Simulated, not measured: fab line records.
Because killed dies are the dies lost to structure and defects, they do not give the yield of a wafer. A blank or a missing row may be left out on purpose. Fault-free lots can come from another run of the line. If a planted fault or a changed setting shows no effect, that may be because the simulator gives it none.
The tool behind it: which one? | flow sky130 | 6 lots with 18 wafers sampled at 3 steps, on a route of 708 steps

== WHAT EACH GAUGE READ, for each wafer ==
SKY_PASSIVATION_THK_MEAS_01.
lot  | measured     | on           | PASSIVATION_CVD_00_THK (nm)
L857 | day 45 01:20 | filmMetro-04 | 88.9 90.9 90.6
L861 | day 46 00:08 | filmMetro-02 | 88.5 90.9 90.5
L863 | day 46 12:32 | filmMetro-02 | 89.8 89.4 90.3
L867 | day 47 06:20 | filmMetro-03 | 89.0 89.7 90.3
L869 | day 47 15:55 | filmMetro-04 | 88.5 92.5 90.7
L872 | day 48 12:34 | filmMetro-02 | 89.1 88.0 89.7

== WHAT TOOL EACH LOT RAN ON (gives the tool, then ch and the chambers of the sampled wafers, and finally the start) ==
lot  | SKY_VIA4_CMP_21               | SKY_METAL5_METAL_ETCH_15
L857 | cmp-01 ch 1,2, day 44 01:53   | rieMetal-03 ch 0,1, day 45 00:25
L861 | cmp-02 ch 0,1,2, day 45 01:19 | rieMetal-04 ch 0,1, day 45 23:14
L863 | cmp-01 ch 0,2,3, day 45 14:02 | rieMetal-04 ch 1, day 46 11:25
L867 | cmp-01 ch 0,1,3, day 46 09:07 | rieMetal-04 ch 0,1, day 47 05:28
L869 | cmp-01 ch 0,3, day 46 17:56   | rieMetal-04 ch 0,1, day 47 15:04
L872 | cmp-02 ch 0,1, day 47 16:26   | rieMetal-04 ch 0,1, day 48 11:41
- SKY_VIA4_CMP_21: polishes, stops on SiO2, t overpolish 25 s, target thk 0 nm.
- SKY_METAL5_METAL_ETCH_15: etches the open film in Cl2/BCl3, stops on SiO2, target depth 1260 nm, time 252 s.

== THE ANSWER, worked out from the rows above alone ==
Rule: what is usual is taken from the lots themselves. The widest of any qualifying gaps counts: lots, ordered by their means at a reading, are off when they make up no more than a third of the lots, leave a main group of 4 or more, and stand apart from it by 3 or more times the standard deviation of that group's means. Not used: any main group whose means are identical at the precision the tables above print for the reading. A lot without any number at a reading at which 4 lots or more have one is off too. Where the step has rows for the other lots, those lots are counted as sound.
No lot is off at any reading shown: from this, nothing can be told.

== WHAT THE SIMULATOR PUT IN ==
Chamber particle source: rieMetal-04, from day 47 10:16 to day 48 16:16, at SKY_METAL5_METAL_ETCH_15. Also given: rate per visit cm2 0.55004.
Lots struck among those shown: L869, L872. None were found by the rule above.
